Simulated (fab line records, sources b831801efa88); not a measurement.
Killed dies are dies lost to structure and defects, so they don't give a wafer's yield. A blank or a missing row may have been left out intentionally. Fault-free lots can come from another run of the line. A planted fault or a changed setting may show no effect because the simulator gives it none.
Chamber matching :: flow sky130 :: SKY_VIA2_CMP_02 on cmp-01: 4 sister chambers
The step polishes SiO2. 8 wafers are shown with their chamber, then 10 later ones without.

## WAFERS WITH THEIR CHAMBER
wafer: L508.1
chamber: 2
motor_current_A (A): 11.3

wafer: L508.2
chamber: 1
motor_current_A (A): 12.1

wafer: L508.6
chamber: 1
motor_current_A (A): 12.7

wafer: L514.1
chamber: 0
motor_current_A (A): 10.5

wafer: L514.2
chamber: 3
motor_current_A (A): 13.7

wafer: L514.6
chamber: 0
motor_current_A (A): 10.8

wafer: L516.2
chamber: 2
motor_current_A (A): 11.5

wafer: L516.4
chamber: 3
motor_current_A (A): 12.2

## WAFERS WITHOUT THEIR CHAMBER
wafer: L516.6
motor_current_A (A): 10.6

wafer: L517.2
motor_current_A (A): 11.4

wafer: L517.3
motor_current_A (A): 13.1

wafer: L517.5
motor_current_A (A): 9.9

wafer: L521.1
motor_current_A (A): 13.2

wafer: L521.3
motor_current_A (A): 10.7

wafer: L521.5
motor_current_A (A): 10.6

wafer: L522.1
motor_current_A (A): 11.3

wafer: L522.2
motor_current_A (A): 12.8

wafer: L522.6
motor_current_A (A): 12.9

## EACH ONE'S CHAMBER
wafer: L516.6
from the rows above: can't be placed: 0 or 2
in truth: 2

wafer: L517.2
from the rows above: can't be placed: 2 or 0 or 1
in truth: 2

wafer: L517.3
from the rows above: can't be placed: 3 or 1
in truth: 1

wafer: L517.5
from the rows above: can't be placed: 0 or 2
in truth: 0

wafer: L521.1
from the rows above: can't be placed: 3 or 1
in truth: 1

wafer: L521.3
from the rows above: can't be placed: 0 or 2
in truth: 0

wafer: L521.5
from the rows above: can't be placed: 0 or 2
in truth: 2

wafer: L522.1
from the rows above: can't be placed: 2 or 0 or 1
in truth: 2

wafer: L522.2
from the rows above: can't be placed: 3 or 1
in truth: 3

wafer: L522.6
from the rows above: can't be placed: 3 or 1
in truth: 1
Correctly placed: 0 of 10. Can't be placed from these rows: 10 (the true chamber is among the candidates in 10). Wrongly placed: 0.
How it was worked out, from the rows above alone: a wafer's distance from a chamber is the root of the sum, over the readings, of the square of ((its reading less the chamber's mean) divided by the reading's scatter). The wafer belongs to the nearest chamber; if the next one is less than 2 further off, it can't be placed. A chamber's mean is the mean of its shown wafers. The scatter: the root of (the sum of the squares of (reading less its chamber's mean) over the shown wafers, divided by (wafers less chambers)).
